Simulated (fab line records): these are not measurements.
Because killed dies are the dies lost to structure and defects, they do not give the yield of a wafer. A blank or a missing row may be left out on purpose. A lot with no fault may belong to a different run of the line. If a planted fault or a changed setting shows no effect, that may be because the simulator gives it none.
Matching of chambers | flow sky130 | SKY_FIELD_ISO_ETCH_17 on rie si-01 has 4 sister chambers
The step etches Si in HBr/Cl2/O2, target depth 342 nm, time 97.7 s. 4 wafers are shown with their chamber, then 9 later ones without.

== WAFERS PAIRED WITH THEIR CHAMBERS ==
wafer  | chamber | drypump motor current A (A)
L231.1 | 1       | 6.4
L231.3 | 3       | 5.2
L240.3 | 0       | 5.4
L240.5 | 2       | 5.7

== WAFERS WITHOUT THEIR CHAMBER ==
wafer  | drypump motor current A (A)
L241.2 | 5.7
L241.3 | 6.4
L241.6 | 5.7
L244.2 | 5.7
L244.4 | 5.3
L244.5 | 6.4
L246.1 | 5.3
L246.3 | 5.7
L246.6 | 5.4

== WHICH CHAMBER EACH WENT THROUGH ==
wafer  | from the rows above     | in truth
L241.2 | 2                       | 2
L241.3 | 1                       | 1
L241.6 | 2                       | 2
L244.2 | 2                       | 2
L244.4 | can't be placed: 3 or 0 | 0
L244.5 | 1                       | 1
L246.1 | can't be placed: 3 or 0 | 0
L246.3 | 2                       | 2
L246.6 | 0                       | 0
Correctly placed: 7 of 9. Can't be placed from these rows: 2 (the true chamber is among the candidates in 2). Wrongly placed: 0.
How it was worked out, from the rows above alone: a wafer's distance from a chamber is the root of the sum, over the readings, of the square of ((its reading less the chamber's mean) divided by the reading's scatter). If the next closest chamber is less than 2 further off than the closest, the wafer can't be placed; otherwise it belongs to the closest. For every chamber, the mean is computed from those of its wafers that are shown. The scatter (one wafer shown for each chamber): square how far every hidden wafer sits from the nearest shown wafer, average those squares and take the square root.
